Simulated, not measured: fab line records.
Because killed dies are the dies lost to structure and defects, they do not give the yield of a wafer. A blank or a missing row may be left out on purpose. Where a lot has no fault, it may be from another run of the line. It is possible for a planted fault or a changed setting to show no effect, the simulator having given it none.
Which tool is to blame?	flow sky130	route of 708 steps, sampled at 1 step: 12 lots, 36 wafers

WHAT EACH GAUGE READ, for each wafer
SKY_LDD_N_OVL_MEAS_07.
lot	measured	on	LDD_N_OVL (nm)
L075	day 17 20:20	overlay-02	-2.3 1.0 0.8
L077	day 18 10:36	overlay-02	-1.1 -3.3 0.1
L079	day 19 13:46	overlay-02	1.3 1.3 1.9
L080	day 20 21:32	overlay-01	-1.9 -3.0 -3.0
L083	day 21 05:56	overlay-02	2.8 2.3 2.0
L085	day 22 00:37	overlay-01	-3.7 -3.9 -3.1
L087	day 22 12:04	overlay-02	-0.4 -0.3 -0.2
L089	day 23 09:50	overlay-01	-0.2 -0.6 -0.7
L091	day 24 01:25	overlay-01	-0.1 -1.1 -0.8
L093	day 25 00:49	overlay-01	-1.0 -0.2 -0.8
L095	day 25 14:22	overlay-01	-1.3 0.6 -0.1
L097	day 25 19:14	overlay-01	-2.4 -0.8 -2.2

WHICH TOOL RAN EACH LOT (tool, then ch and the chambers of the sampled wafers, then the start)
Record: no process step prior to these readings.

THE ANSWER, worked out from the rows above alone
Rule: usual is defined by the lots themselves. The widest of any qualifying gaps counts: lots, ordered by their means at a reading, are off when they make up no more than a third of the lots, leave a main group of 4 or more, and stand apart from it by 3 or more times the standard deviation of that group's means. A main group is skipped when, at the precision printed for the reading in the tables above, its means are all equal. Also off: a lot with no number at a reading for which 4 or more lots have one. Where the step has rows for the other lots, those lots are counted as sound.
None of the lots is off at any reading shown; this tells nothing.

WHAT THE SIMULATOR HAD PUT IN
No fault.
